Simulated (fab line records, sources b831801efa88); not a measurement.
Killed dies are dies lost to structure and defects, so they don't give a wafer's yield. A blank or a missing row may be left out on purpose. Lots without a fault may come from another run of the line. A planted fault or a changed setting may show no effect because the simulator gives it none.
fab line records | flow sky130
record lots=5 wafers=15 last_day=49
route steps=708 shown PWDE@84 VT_ADJUST_HVTP@85 VT_ADJUST_LVTN@97
lots that met no fault: from a run of the same line without faults
start_h: hours from the record's first day to the start of the lot's first wafer shown | wait_h: hours since the lot's step before | " the same as in the row above | L1.1+2: a row that stands for several wafers | - no value, or no start given | * or withheld: withheld | < > ~ a bound
route shown NAME@n: a module of which the file shows steps, and the number in the route of the first | usual: mean/standard deviation of fault-free wafers | same: alike in all rows | chamber/n: place in a boat | sites: the reading at each site | _std_site: their standard deviation | _edge_site: outer sites' mean less inner sites' | radius_mm: how far each site lies from the wafer's centre | mask NAME#n: copy n | behind: the tool/chamber that last shaped the wafer | hold: why the lot was held/for how many hours/how that ended | device: the transistor (n, p or np) that didn't switch | end of line: the same wafers' tests at the end of the route | a step without rows: its recipe alone | killed: dies lost to structure and defects at the first sort, not the wafer's yield | map: a wafer's dies, x killed, . not, _ none there
set.NAME: the setting as run; set.NAME@STEP: as run at that earlier step | model.NAME: the simulator's own value behind a step, which no gauge read
lots at some steps of the route; a table a step, a row a wafer
services: from which hour (start_h, from the record's first day; less than 0 if before it) a tool's chamber was out of use, for how many hours, and why
## steps
# step SKY_NWELL_RS_MEAS_31
# recipe thk_meas_gauge=four-point-probe
# usual PWDE_RS=5278/17
# columns lot.wafer tool chamber start_h wait_h PWDE_RS[ohm/sq]
L074.1 film_metro-03 - 106.59 0.1 5296
L074.2 " - " " 5318
L074.5 " - " " 5320
L077.3 film_metro-03 - 123.38 0.1 5260
L077.4 " - " " 5266
L077.6 " - " " 5266
L079.2 film_metro-02 - 133.39 0.1 5299
L079.5 " - " " 5284
L079.6 " - " " 5290
L090.3 film_metro-03 - 198.01 0.1 5242
L090.5 " - " " 5240
L090.6 " - " " 5240
L091.1 film_metro-04 - 206.22 0.1 5268
L091.2 " - " " 5294
L091.5 " - " " 5267
# step SKY_VT_ADJUST_HVTP_DEHYDRATE_00
# recipe temp_c=200 time_s=60
# usual resist_line_temp_C=22.98/0.11
# columns lot.wafer tool chamber start_h wait_h resist_line_temp_C
L074.1 litho_track-04 0 115.09 8.5 23.08
L074.2 " 0 " " 23.00
L074.5 " 0 " " 23.13
L077.3 litho_track-04 0 131.99 8.6 22.86
L077.4 " 0 " " 22.73
L077.6 " 0 " " 22.93
L079.2 litho_track-02 0 142.73 9.3 23.02
L079.5 " 0 " " 23.01
L079.6 " 0 " " 23.00
L090.3 litho_track-03 0 208.15 10.1 23.11
L090.5 " 0 " " 23.00
L090.6 " 0 " " 22.93
L091.1 litho_track-02 0 216.85 10.6 23.01
L091.2 " 0 " " 23.06
L091.5 " 0 " " 23.11
# step SKY_VT_ADJUST_HVTP_HMDS_01
# recipe prime_time_s=60 prime_temp_c=120
# usual resist_line_temp_C=23.00/0.1
# columns lot.wafer tool chamber start_h wait_h resist_line_temp_C
L074.1 litho_track-04 0 115.24 0.1 22.94
L074.2 " 0 " " 23.07
L074.5 " 0 " " 23.01
L077.3 litho_track-04 0 132.14 0.1 23.06
L077.4 " 0 " " 22.92
L077.6 " 0 " " 22.97
L079.2 litho_track-02 0 142.88 0.1 22.86
L079.5 " 0 " " 22.87
L079.6 " 0 " " 22.91
L090.3 litho_track-03 0 208.30 0.1 22.94
L090.5 " 0 " " 22.88
L090.6 " 0 " " 22.97
L091.1 litho_track-02 0 217.00 0.1 22.92
L091.2 " 0 " " 22.84
L091.5 " 0 " " 22.96
# step SKY_VT_ADJUST_HVTP_COAT_02
# recipe resist=NOVOLAK spin_rpm=3000 resist_thk_nm=1140
# usual resist_line_temp_C=23.01/0.11
# columns lot.wafer tool chamber start_h wait_h resist_line_temp_C
L074.1 litho_track-04 0 115.39 0.1 23.06
L074.2 " 0 " " 23.04
L074.5 " 0 " " 23.12
L077.3 litho_track-04 0 132.29 0.1 23.11
L077.4 " 0 " " 22.89
L077.6 " 0 " " 23.15
L079.2 litho_track-02 0 143.03 0.1 22.91
L079.5 " 0 " " 22.98
L079.6 " 0 " " 22.91
L090.3 litho_track-03 0 208.45 0.1 23.08
L090.5 " 0 " " 22.96
L090.6 " 0 " " 23.13
L091.1 litho_track-02 0 217.15 0.1 23.01
L091.2 " 0 " " 23.13
L091.5 " 0 " " 22.99
# step SKY_VT_ADJUST_HVTP_SOFTBAKE_03
# recipe temp_c=90 time_s=60 resist=NOVOLAK
# usual resist_line_temp_C=23.00/0.11
# columns lot.wafer tool chamber start_h wait_h resist_line_temp_C
L074.1 litho_track-04 0 115.54 0.1 23.06
L074.2 " 0 " " 22.98
L074.5 " 0 " " 23.08
L077.3 litho_track-04 0 132.44 0.1 23.05
L077.4 " 0 " " 23.15
L077.6 " 0 " " 23.10
L079.2 litho_track-02 0 143.18 0.1 23.02
L079.5 " 0 " " 22.84
L079.6 " 0 " " 22.66
L090.3 litho_track-03 0 208.60 0.1 23.11
L090.5 " 0 " " 23.11
L090.6 " 0 " " 23.06
L091.1 litho_track-02 0 217.30 0.1 22.86
L091.2 " 0 " " 22.95
L091.5 " 0 " " 22.94
# step SKY_VT_ADJUST_HVTP_EXPOSE_04
# recipe mask_id=HVTPM na=0.6 source_shape=conventional sigma_outer=0.6 polarization=unpolarized target_cd_nm=380 dose_mj=140
# columns lot.wafer tool chamber start_h wait_h mask
L074.1+2+5 iline_stepper-01 0 - - HVTPM#0
L077.3+4+6 iline_stepper-01 0 - - HVTPM#0
L079.2+5+6 iline_stepper-01 0 - - HVTPM#0
L090.3+5+6 iline_stepper-02 0 - - HVTPM#0
L091.1+2+5 iline_stepper-01 0 - - HVTPM#0
# step SKY_VT_ADJUST_HVTP_PEB_05
# recipe temp_c=withheld time_s=* resist=NOVOLAK
# usual resist_line_temp_C=*
# columns lot.wafer tool chamber start_h wait_h resist_line_temp_C
L074.1 litho_track-02 0 - - *
L074.2 " 0 " " *
L074.5 " 0 " " *
L077.3 litho_track-04 0 - - *
L077.4 " 0 " " *
L077.6 " 0 " " *
L079.2 litho_track-03 0 - - *
L079.5 " 0 " " *
L079.6 " 0 " " *
L090.3 litho_track-04 0 - - *
L090.5 " 0 " " *
L090.6 " 0 " " *
L091.1 litho_track-04 0 - - *
L091.2 " 0 " " *
L091.5 " 0 " " *
# step SKY_VT_ADJUST_HVTP_DEVELOP_06
# recipe resist=NOVOLAK developer=TMAH develop_time_s=60 dev_temp_c=23
# usual resist_line_temp_C=22.99/0.1
# columns lot.wafer tool chamber start_h wait_h resist_line_temp_C
L074.1 litho_track-02 0 124.40 0.1 23.01
L074.2 " 0 " " 23.04
L074.5 " 0 " " 22.95
L077.3 litho_track-04 0 141.94 0.1 23.02
L077.4 " 0 " " 22.96
L077.6 " 0 " " 22.94
L079.2 litho_track-03 0 152.52 0.1 22.89
L079.5 " 0 " " 22.99
L079.6 " 0 " " 23.09
L090.3 litho_track-04 0 219.34 0.1 23.04
L090.5 " 0 " " 22.97
L090.6 " 0 " " 22.96
L091.1 litho_track-04 0 228.74 0.1 23.10
L091.2 " 0 " " 23.23
L091.5 " 0 " " 23.06
# step SKY_VT_ADJUST_HVTP_CD_MEAS_07
# recipe target_cd_nm=380
# usual cd_nm=380.3/2.3
# columns lot.wafer tool chamber start_h wait_h cd_nm
L074.1 cd_sem-02 - 124.55 0.1 380.0
L074.2 " - " " 380.3
L074.5 " - " " 379.2
L077.3 cd_sem-01 - 142.08 0.1 379.6
L077.4 " - " " 381.1
L077.6 " - " " 382.3
L079.2 cd_sem-01 - 152.67 0.1 382.9
L079.5 " - " " 380.2
L079.6 " - " " 381.7
L090.3 cd_sem-02 - 219.48 0.1 377.7
L090.5 " - " " 376.8
L090.6 " - " " 377.1
L091.1 cd_sem-02 - 228.89 0.1 383.5
L091.2 " - " " 379.2
L091.5 " - " " 377.3
# step SKY_VT_ADJUST_HVTP_OVL_MEAS_08
# usual VT_ADJUST_HVTP_OVL=1.2/1.7
# columns lot.wafer tool chamber start_h wait_h VT_ADJUST_HVTP_OVL[nm]
L074.1 overlay-01 - 124.67 0.1 5.3
L074.2 " - " " 4.4
L074.5 " - " " 3.3
L077.3 overlay-02 - 142.17 0.1 1.7
L077.4 " - " " 0.9
L077.6 " - " " 1.9
L079.2 overlay-02 - 152.77 0.1 0.0
L079.5 " - " " -1.5
L079.6 " - " " -1.5
L090.3 overlay-01 - 219.57 0.1 -0.2
L090.5 " - " " 1.4
L090.6 " - " " 1.5
L091.1 overlay-02 - 229.01 0.1 -2.0
L091.2 " - " " -0.4
L091.5 " - " " -1.2
# step SKY_VT_ADJUST_HVTP_IMPLANT_09
# recipe species=As energy_kev=150 dose_cm2=4.3e+12 tilt_deg=withheld
# usual faraday_current_uA=24.2/0.45
# columns lot.wafer tool chamber start_h wait_h faraday_current_uA
L074.1 implanter-02 0 124.71 0.0 23.5
L074.2 " 0 " " 24.2
L074.5 " 0 " " 25.2
L077.3 implanter-04 0 142.24 0.1 25.2
L077.4 " 0 " " 23.7
L077.6 " 0 " " 24.3
L079.2 implanter-02 0 152.83 0.0 25.2
L079.5 " 0 " " 25.1
L079.6 " 0 " " 23.9
L090.3 implanter-03 0 219.64 0.1 24.1
L090.5 " 0 " " 23.5
L090.6 " 0 " " 24.2
L091.1 implanter-03 0 229.04 0.0 24.8
L091.2 " 0 " " 24.5
L091.5 " 0 " " 24.8
# step SKY_VT_ADJUST_HVTP_STRIP_10
# recipe chemistry=O2/N2 power_w=1400 pressure_mtorr=1500 platen_temp_c=withheld o2_flow_sccm=3000 n2_flow_sccm=300 overash_fraction=0.5
# usual drypump_motor_current_A=5.6/0.5 oes_product_au=0.715/0.0042 strip_time_to_endpoint_s=14.16/0.043
# columns lot.wafer tool chamber start_h wait_h drypump_motor_current_A oes_product_au rf_hours_counter_h strip_time_to_endpoint_s
L074.1 plasma_asher-01 1 124.86 0.1 6.1 0.714 1 14.10
L074.2 " 0 " " 5.3 0.715 1 14.15
L074.5 " 1 " " 6.1 0.710 - 14.13
L077.3 plasma_asher-04 1 142.38 0.1 5.1 0.728 - 14.16
L077.4 " 0 " " 5.2 0.709 - 14.19
L077.6 " 0 " " 5.2 0.718 - 14.19
L079.2 plasma_asher-02 0 152.95 0.1 6.3 0.708 46 14.08
L079.5 " 0 " " 6.3 0.710 - 14.06
L079.6 " 1 " " 5.1 0.724 - 14.07
L090.3 plasma_asher-04 0 219.78 0.1 5.2 0.708 - 14.24
L090.5 " 1 " " 5.1 0.715 - 14.23
L090.6 " 0 " " 5.2 0.716 - 14.20
L091.1 plasma_asher-01 1 229.19 0.1 6.2 0.714 10 14.11
L091.2 " 0 " " 5.3 0.708 10 14.11
L091.5 " 0 " " 5.3 0.712 - 14.11
# step SKY_VT_ADJUST_HVTP_TW_MEAS_11
# usual VT_ADJUST_HVTP_TW=1364/12
# columns lot.wafer tool chamber start_h wait_h VT_ADJUST_HVTP_TW
L074.1 film_metro-03 - 124.96 0.1 1369
L074.2 " - " " 1375
L074.5 " - " " 1376
L077.3 film_metro-03 - 142.46 0.1 1365
L077.4 " - " " 1365
L077.6 " - " " 1368
L079.2 film_metro-01 - 153.06 0.1 1376
L079.5 " - " " 1382
L079.6 " - " " 1384
L090.3 film_metro-03 - 219.86 0.1 1366
L090.5 " - " " 1362
L090.6 " - " " 1356
L091.1 film_metro-02 - 229.29 0.1 1347
L091.2 " - " " 1343
L091.5 " - " " 1343
# step SKY_VT_ADJUST_LVTN_DEHYDRATE_00
# recipe temp_c=200 time_s=60
# usual resist_line_temp_C=22.99/0.12
# columns lot.wafer tool chamber start_h wait_h resist_line_temp_C
L074.1 litho_track-04 0 133.24 8.3 23.23
L074.2 " 0 " " 23.01
L074.5 " 0 " " 23.08
L077.3 litho_track-03 0 151.75 9.3 22.91
L077.4 " 0 " " 23.04
L077.6 " 0 " " 22.89
L079.2 litho_track-01 0 162.51 9.4 23.07
L079.5 " 0 " " 23.15
L079.6 " 0 " " 23.04
L090.3 litho_track-03 0 231.20 11.3 22.98
L090.5 " 0 " " 22.89
L090.6 " 0 " " 22.85
L091.1 litho_track-03 0 240.70 11.4 22.95
L091.2 " 0 " " 23.23
L091.5 " 0 " " 23.23
# step SKY_VT_ADJUST_LVTN_HMDS_01
# recipe prime_time_s=60 prime_temp_c=120
# usual resist_line_temp_C=23.01/0.11
# columns lot.wafer tool chamber start_h wait_h resist_line_temp_C
L074.1 litho_track-04 0 133.39 0.1 22.97
L074.2 " 0 " " 22.96
L074.5 " 0 " " 22.95
L077.3 litho_track-03 0 151.90 0.1 23.00
L077.4 " 0 " " 22.89
L077.6 " 0 " " 22.98
L079.2 litho_track-01 0 162.66 0.1 22.96
L079.5 " 0 " " 22.90
L079.6 " 0 " " 22.98
L090.3 litho_track-03 0 231.35 0.1 23.13
L090.5 " 0 " " 23.10
L090.6 " 0 " " 23.02
L091.1 litho_track-03 0 240.85 0.1 23.23
L091.2 " 0 " " 23.02
L091.5 " 0 " " 23.12
# step SKY_VT_ADJUST_LVTN_COAT_02
# recipe spin_rpm=2000 resist_thk_nm=3000
# usual resist_line_temp_C=23.03/0.11
# columns lot.wafer tool chamber start_h wait_h resist_line_temp_C
L074.1 litho_track-04 0 133.54 0.1 23.10
L074.2 " 0 " " 23.08
L074.5 " 0 " " 23.01
L077.3 litho_track-03 0 152.05 0.1 23.13
L077.4 " 0 " " 23.08
L077.6 " 0 " " 23.17
L079.2 litho_track-01 0 162.81 0.1 22.98
L079.5 " 0 " " 23.12
L079.6 " 0 " " 23.00
L090.3 litho_track-03 0 231.50 0.1 22.93
L090.5 " 0 " " 22.75
L090.6 " 0 " " 22.70
L091.1 litho_track-03 0 241.00 0.1 22.90
L091.2 " 0 " " 22.99
L091.5 " 0 " " 23.00
# step SKY_VT_ADJUST_LVTN_SOFTBAKE_03
# recipe temp_c=110 time_s=withheld
# usual resist_line_temp_C=23.01/0.11
# columns lot.wafer tool chamber start_h wait_h resist_line_temp_C
L074.1 litho_track-04 0 133.69 0.1 23.19
L074.2 " 0 " " 23.17
L074.5 " 0 " " 23.19
L077.3 litho_track-03 0 152.21 0.1 22.97
L077.4 " 0 " " 22.98
L077.6 " 0 " " 22.86
L079.2 litho_track-01 0 162.97 0.1 22.90
L079.5 " 0 " " 22.93
L079.6 " 0 " " 22.77
L090.3 litho_track-03 0 231.66 0.1 22.95
L090.5 " 0 " " 22.81
L090.6 " 0 " " 22.93
L091.1 litho_track-03 0 241.15 0.1 23.15
L091.2 " 0 " " 23.16
L091.5 " 0 " " 23.09
# step SKY_VT_ADJUST_LVTN_EXPOSE_04
# recipe mask_id=NWM_COMPLEMENT_LESS_NATIVE na=0.6 source_shape=conventional sigma_outer=0.6 polarization=unpolarized target_cd_nm=840 dose_mj=194
# columns lot.wafer tool chamber start_h wait_h mask
L074.1+2+5 iline_stepper-01 0 - - NWM_COMPLEMENT_LESS_NATIVE#0
L077.3+4+6 iline_stepper-01 0 - - NWM_COMPLEMENT_LESS_NATIVE#0
L079.2+5+6 iline_stepper-01 0 - - NWM_COMPLEMENT_LESS_NATIVE#0
L090.3+5+6 iline_stepper-02 0 - - NWM_COMPLEMENT_LESS_NATIVE#0
L091.1+2+5 iline_stepper-01 0 - - NWM_COMPLEMENT_LESS_NATIVE#0
# step SKY_VT_ADJUST_LVTN_PEB_05
# recipe temp_c=115 time_s=withheld
# usual resist_line_temp_C=23.01/0.091
# columns lot.wafer tool chamber start_h wait_h resist_line_temp_C
L074.1 litho_track-03 0 - - 22.99
L074.2 " 0 " " 22.98
L074.5 " 0 " " 23.01
L077.3 litho_track-04 0 - - 23.05
L077.4 " 0 " " 23.02
L077.6 " 0 " " 23.06
L079.2 litho_track-03 0 - - 23.03
L079.5 " 0 " " 22.84
L079.6 " 0 " " 22.99
L090.3 litho_track-04 0 - - 22.98
L090.5 " 0 " " 22.95
L090.6 " 0 " " 22.91
L091.1 litho_track-03 0 - - 22.94
L091.2 " 0 " " 22.90
L091.5 " 0 " " 22.86
# step SKY_VT_ADJUST_LVTN_DEVELOP_06
# recipe wall_angle_deg=90 developer=TMAH develop_time_s=60 dev_temp_c=23
# usual resist_line_temp_C=22.98/0.1
# columns lot.wafer tool chamber start_h wait_h resist_line_temp_C
L074.1 litho_track-03 0 - - 22.78
L074.2 " 0 " " 23.01
L074.5 " 0 " " 22.90
L077.3 litho_track-04 0 - - 23.05
L077.4 " 0 " " 23.08
L077.6 " 0 " " 22.93
L079.2 litho_track-03 0 - - 22.98
L079.5 " 0 " " 22.92
L079.6 " 0 " " 23.04
L090.3 litho_track-04 0 - - 22.97
L090.5 " 0 " " 23.09
L090.6 " 0 " " 23.02
L091.1 litho_track-03 0 - - 22.99
L091.2 " 0 " " 22.95
L091.5 " 0 " " 22.91
# step SKY_VT_ADJUST_LVTN_OVL_MEAS_07
# usual VT_ADJUST_LVTN_OVL=-0.4/1.5
# columns lot.wafer tool chamber start_h wait_h VT_ADJUST_LVTN_OVL[nm]
L074.1 overlay-01 - 144.15 - 0.9
L074.2 " - " " 0.3
L074.5 " - " " -0.9
L077.3 overlay-01 - 162.20 - 0.0
L077.4 " - " " 1.1
L077.6 " - " " 1.2
L079.2 overlay-01 - 172.05 - 0.4
L079.5 " - " " 1.7
L079.6 " - " " 1.6
L090.3 overlay-01 - 243.45 - -1.0
L090.5 " - " " 1.3
L090.6 " - " " 0.0
L091.1 overlay-02 - 253.30 - -1.5
L091.2 " - " " -2.1
L091.5 " - " " -2.0
# step SKY_VT_ADJUST_LVTN_IMPLANT_08
# recipe species=B energy_kev=30 dose_cm2=1.57e+12 tilt_deg=withheld
# usual faraday_current_uA=8.88/0.17
# columns lot.wafer tool chamber start_h wait_h faraday_current_uA
L074.1 implanter-01 0 144.18 0.0 8.93
L074.2 " 0 " " 8.83
L074.5 " 0 " " 8.98
L077.3 implanter-01 0 162.27 0.1 9.02
L077.4 " 0 " " 8.63
L077.6 " 0 " " 8.83
L079.2 implanter-01 0 172.11 0.0 8.97
L079.5 " 0 " " 8.71
L079.6 " 0 " " 8.91
L090.3 implanter-01 0 243.52 0.1 8.90
L090.5 " 0 " " 8.70
L090.6 " 0 " " 8.97
L091.1 implanter-02 0 253.33 0.0 8.87
L091.2 " 0 " " 8.58
L091.5 " 0 " " 8.63
# step SKY_VT_ADJUST_LVTN_STRIP_09
# recipe chemistry=O2/N2 power_w=1400 pressure_mtorr=1500 platen_temp_c=withheld o2_flow_sccm=3000 n2_flow_sccm=300 overash_fraction=0.5
# usual drypump_motor_current_A=5.5/0.45 oes_product_au=0.722/0.005 strip_time_to_endpoint_s=36.92/0.097
# columns lot.wafer tool chamber start_h wait_h drypump_motor_current_A oes_product_au rf_hours_counter_h strip_time_to_endpoint_s
L074.1 plasma_asher-03 1 144.33 0.1 5.6 0.714 33 36.86
L074.2 " 0 " " 5.7 0.724 33 36.82
L074.5 " 0 " " 5.7 0.721 - 36.90
L077.3 plasma_asher-04 1 162.41 0.1 5.1 0.709 - 36.98
L077.4 " 0 " " 5.2 0.716 - 36.89
L077.6 " 0 " " 5.2 0.731 - 37.03
L079.2 plasma_asher-02 1 172.23 0.1 5.2 0.725 48 36.94
L079.5 " 0 " " 6.2 0.722 - 36.98
L079.6 " 1 " " 5.2 0.721 - 36.89
L090.3 plasma_asher-03 1 243.66 0.1 5.6 0.724 - 36.82
L090.5 " 0 " " 5.7 0.727 - 36.81
L090.6 " 1 " " 5.6 0.726 - 36.87
L091.1 plasma_asher-02 0 253.48 0.1 6.3 0.720 56 36.98
L091.2 " 1 " " 5.1 0.726 56 36.91
L091.5 " 0 " " 6.2 0.723 - 36.92
# step SKY_VT_ADJUST_LVTN_TW_MEAS_10
# usual VT_ADJUST_LVTN_TW=243.4/1.3
# columns lot.wafer tool chamber start_h wait_h VT_ADJUST_LVTN_TW
L074.1 film_metro-01 - 144.43 0.1 244.6
L074.2 " - " " 246.2
L074.5 " - " " 245.9
L077.3 film_metro-03 - 162.49 0.1 241.8
L077.4 " - " " 241.7
L077.6 " - " " 243.4
L079.2 film_metro-03 - 172.34 0.1 243.5
L079.5 " - " " 242.9
L079.6 " - " " 243.1
L090.3 film_metro-03 - 243.74 0.1 242.1
L090.5 " - " " 241.6
L090.6 " - " " 242.7
L091.1 film_metro-04 - 253.58 0.1 241.6
L091.2 " - " " 244.1
L091.5 " - " " 243.1
# step SKY_VT_ADJUST_LVTN_DEHYDRATE_11
# recipe temp_c=200 time_s=60
# usual resist_line_temp_C=23.02/0.1
# columns lot.wafer tool chamber start_h wait_h resist_line_temp_C
L074.1 litho_track-01 0 153.24 8.8 22.99
L074.2 " 0 " " 23.03
L074.5 " 0 " " 22.89
L077.3 litho_track-01 0 171.44 8.9 23.14
L077.4 " 0 " " 23.19
L077.6 " 0 " " 22.93
L079.2 litho_track-03 0 181.97 9.6 23.19
L079.5 " 0 " " 23.02
L079.6 " 0 " " 23.04
L090.3 litho_track-04 0 254.99 11.2 23.10
L090.5 " 0 " " 23.08
L090.6 " 0 " " 23.05
L091.1 litho_track-03 0 263.95 10.4 23.02
L091.2 " 0 " " 22.97
L091.5 " 0 " " 23.02
# step SKY_VT_ADJUST_LVTN_HMDS_12
# recipe prime_time_s=60 prime_temp_c=120
# usual resist_line_temp_C=23.00/0.11
# columns lot.wafer tool chamber start_h wait_h resist_line_temp_C
L074.1 litho_track-01 0 153.39 0.1 22.91
L074.2 " 0 " " 22.87
L074.5 " 0 " " 22.81
L077.3 litho_track-01 0 171.59 0.1 22.94
L077.4 " 0 " " 22.81
L077.6 " 0 " " 22.93
L079.2 litho_track-03 0 182.12 0.1 22.95
L079.5 " 0 " " 22.73
L079.6 " 0 " " 22.90
L090.3 litho_track-04 0 255.14 0.1 23.00
L090.5 " 0 " " 23.09
L090.6 " 0 " " 23.08
L091.1 litho_track-03 0 264.10 0.1 23.04
L091.2 " 0 " " 23.13
L091.5 " 0 " " 22.96
# step SKY_VT_ADJUST_LVTN_COAT_13
# recipe resist=NOVOLAK spin_rpm=3000 resist_thk_nm=1140
# usual resist_line_temp_C=23.00/0.11
# columns lot.wafer tool chamber start_h wait_h resist_line_temp_C
L074.1 litho_track-01 0 153.54 0.1 23.15
L074.2 " 0 " " 23.00
L074.5 " 0 " " 22.95
L077.3 litho_track-01 0 171.74 0.1 23.08
L077.4 " 0 " " 23.04
L077.6 " 0 " " 23.06
L079.2 litho_track-03 0 182.27 0.1 22.91
L079.5 " 0 " " 23.01
L079.6 " 0 " " 22.83
L090.3 litho_track-04 0 255.29 0.1 23.10
L090.5 " 0 " " 23.00
L090.6 " 0 " " 23.03
L091.1 litho_track-03 0 264.25 0.1 23.24
L091.2 " 0 " " 23.11
L091.5 " 0 " " 23.16
# step SKY_VT_ADJUST_LVTN_SOFTBAKE_14
# recipe temp_c=90 time_s=60 resist=NOVOLAK
# usual resist_line_temp_C=23.02/0.096
# columns lot.wafer tool chamber start_h wait_h resist_line_temp_C
L074.1 litho_track-01 0 153.69 0.1 22.89
L074.2 " 0 " " 22.93
L074.5 " 0 " " 23.03
L077.3 litho_track-01 0 171.89 0.1 22.98
L077.4 " 0 " " 22.93
L077.6 " 0 " " 23.01
L079.2 litho_track-03 0 182.42 0.1 22.97
L079.5 " 0 " " 22.99
L079.6 " 0 " " 23.08
L090.3 litho_track-04 0 255.44 0.1 23.06
L090.5 " 0 " " 23.11
L090.6 " 0 " " 22.94
L091.1 litho_track-03 0 264.40 0.1 23.06
L091.2 " 0 " " 22.96
L091.5 " 0 " " 23.04
# step SKY_VT_ADJUST_LVTN_EXPOSE_15
# recipe mask_id=HVN_STD_DERIVED na=0.6 source_shape=conventional sigma_outer=0.6 polarization=unpolarized target_cd_nm=600 dose_mj=163
# columns lot.wafer tool chamber start_h wait_h mask
L074.1+2+5 iline_stepper-01 0 - - HVN_STD_DERIVED#0
L077.3+4+6 iline_stepper-02 0 - - HVN_STD_DERIVED#0
L079.2+5+6 iline_stepper-01 0 - - HVN_STD_DERIVED#0
L090.3+5+6 iline_stepper-02 0 - - HVN_STD_DERIVED#0
L091.1+2+5 iline_stepper-01 0 - - HVN_STD_DERIVED#0
# step SKY_VT_ADJUST_LVTN_PEB_16
# recipe temp_c=withheld time_s=* resist=NOVOLAK
# usual resist_line_temp_C=*
# columns lot.wafer tool chamber start_h wait_h resist_line_temp_C
L074.1 litho_track-01 0 - - *
L074.2 " 0 " " *
L074.5 " 0 " " *
L077.3 litho_track-01 0 - - *
L077.4 " 0 " " *
L077.6 " 0 " " *
L079.2 litho_track-03 0 - - *
L079.5 " 0 " " *
L079.6 " 0 " " *
L090.3 litho_track-03 0 - - *
L090.5 " 0 " " *
L090.6 " 0 " " *
L091.1 litho_track-04 0 - - *
L091.2 " 0 " " *
L091.5 " 0 " " *
# step SKY_VT_ADJUST_LVTN_DEVELOP_17
# recipe resist=NOVOLAK developer=TMAH develop_time_s=60 dev_temp_c=23
# usual resist_line_temp_C=23.01/0.11
# columns lot.wafer tool chamber start_h wait_h resist_line_temp_C
L074.1 litho_track-01 0 163.29 0.1 23.07
L074.2 " 0 " " 23.00
L074.5 " 0 " " 23.03
L077.3 litho_track-01 0 181.94 0.1 23.36
L077.4 " 0 " " 23.09
L077.6 " 0 " " 22.92
L079.2 litho_track-03 0 193.32 0.1 23.11
L079.5 " 0 " " 22.83
L079.6 " 0 " " 22.90
L090.3 litho_track-03 0 266.95 0.1 23.07
L090.5 " 0 " " 22.95
L090.6 " 0 " " 23.06
L091.1 litho_track-04 0 276.54 0.1 22.85
L091.2 " 0 " " 23.09
L091.5 " 0 " " 22.99
# step SKY_VT_ADJUST_LVTN_OVL_MEAS_18
# usual VT_ADJUST_LVTN_01_OVL=-0.8/1.6
# columns lot.wafer tool chamber start_h wait_h VT_ADJUST_LVTN_01_OVL[nm]
L074.1 overlay-02 - 163.44 0.1 -1.9
L074.2 " - " " -1.3
L074.5 " - " " -1.4
L077.3 overlay-02 - 182.05 0.1 0.5
L077.4 " - " " 0.1
L077.6 " - " " -1.1
L079.2 overlay-02 - 193.45 0.1 -0.8
L079.5 " - " " -0.6
L079.6 " - " " -1.7
L090.3 overlay-01 - 267.06 0.1 1.7
L090.5 " - " " 1.3
L090.6 " - " " 1.5
L091.1 overlay-02 - 276.69 0.1 -4.5
L091.2 " - " " -3.2
L091.5 " - " " -4.2
# step SKY_VT_ADJUST_LVTN_IMPLANT_19
# recipe species=B energy_kev=30 dose_cm2=6.5e+11 tilt_deg=withheld
# usual faraday_current_uA=3.68/0.076
# columns lot.wafer tool chamber start_h wait_h faraday_current_uA
L074.1 implanter-01 0 163.47 0.0 3.69
L074.2 " 0 " " 3.67
L074.5 " 0 " " 3.68
L077.3 implanter-01 0 182.12 0.1 3.82
L077.4 " 0 " " 3.72
L077.6 " 0 " " 3.65
L079.2 implanter-03 0 193.51 0.0 3.74
L079.5 " 0 " " 3.55
L079.6 " 0 " " 3.73
L090.3 implanter-03 0 267.13 0.1 3.75
L090.5 " 0 " " 3.57
L090.6 " 0 " " 3.75
L091.1 implanter-03 0 276.72 0.0 3.73
L091.2 " 0 " " 3.79
L091.5 " 0 " " 3.73
# step SKY_VT_ADJUST_LVTN_STRIP_20
# recipe chemistry=O2/N2 power_w=1400 pressure_mtorr=1500 platen_temp_c=withheld o2_flow_sccm=3000 n2_flow_sccm=300 overash_fraction=0.5
# usual drypump_motor_current_A=5.6/0.44 oes_product_au=0.716/0.0048 strip_time_to_endpoint_s=14.18/0.041
# columns lot.wafer tool chamber start_h wait_h drypump_motor_current_A oes_product_au rf_hours_counter_h strip_time_to_endpoint_s
L074.1 plasma_asher-02 0 163.62 0.1 6.3 0.712 47 14.22
L074.2 " 1 " " 5.1 0.711 47 14.22
L074.5 " 0 " " 6.3 0.720 - 14.22
L077.3 plasma_asher-02 0 182.26 0.1 6.3 0.718 - 14.18
L077.4 " 1 " " 5.1 0.724 - 14.19
L077.6 " 1 " " 5.1 0.712 - 14.13
L079.2 plasma_asher-04 0 193.63 0.1 5.2 0.715 52 14.24
L079.5 " 1 " " 5.1 0.716 - 14.22
L079.6 " 0 " " 5.2 0.717 - 14.18
L090.3 plasma_asher-04 0 267.27 0.1 5.2 0.714 - 14.15
L090.5 " 1 " " 5.1 0.725 - 14.21
L090.6 " 0 " " 5.2 0.719 - 14.16
L091.1 plasma_asher-03 0 276.87 0.1 5.7 0.723 46 14.22
L091.2 " 1 " " 5.6 0.718 46 14.25
L091.5 " 1 " " 5.6 0.707 - 14.24
# step SKY_VT_ADJUST_LVTN_TW_MEAS_21
# usual VT_ADJUST_LVTN_2_TW=189.4/0.95
# columns lot.wafer tool chamber start_h wait_h VT_ADJUST_LVTN_2_TW
L074.1 film_metro-04 - 163.72 0.1 188.8
L074.2 " - " " 189.8
L074.5 " - " " 189.6
L077.3 film_metro-03 - 182.34 0.1 189.9
L077.4 " - " " 189.1
L077.6 " - " " 190.1
L079.2 film_metro-03 - 193.74 0.1 188.3
L079.5 " - " " 187.5
L079.6 " - " " 187.8
L090.3 film_metro-03 - 267.35 0.1 188.4
L090.5 " - " " 189.3
L090.6 " - " " 189.7
L091.1 film_metro-03 - 276.97 0.1 190.1
L091.2 " - " " 190.5
L091.5 " - " " 189.0
## services
# columns tool chamber start_h hours kind
implanter-01 - 98.75 4.9 pm
plasma_asher-04 - 104.83 1.2 repair
plasma_asher-01 - 108.75 9.0 pm
iline_stepper-01 - 122.95 1.7 pm
implanter-03 - 125.98 3.3 repair
plasma_asher-03 - 134.59 2.8 pm
implanter-04 - 151.79 1.6 repair
implanter-02 - 158.05 2.7 repair
plasma_asher-02 - 161.01 2.5 repair
implanter-03 - 170.91 1.9 repair
implanter-04 - 173.17 3.6 repair
plasma_asher-02 - 177.02 0.9 repair
iline_stepper-01 - 200.59 8.9 pm
implanter-02 - 206.39 3.0 pm
plasma_asher-04 - 207.25 3.2 repair
iline_stepper-02 - 213.24 8.9 pm
implanter-04 - 216.29 1.8 repair
iline_stepper-02 - 240.31 2.1 pm
iline_stepper-02 - 242.39 - consumable_replace:lamp
implanter-04 - 251.93 2.5 repair
iline_stepper-02 - 253.50 1.7 pm
implanter-01 - 265.01 2.3 repair
implanter-01 - 267.98 4.0 repair
iline_stepper-01 - 272.95 3.9 repair
## key
fault none
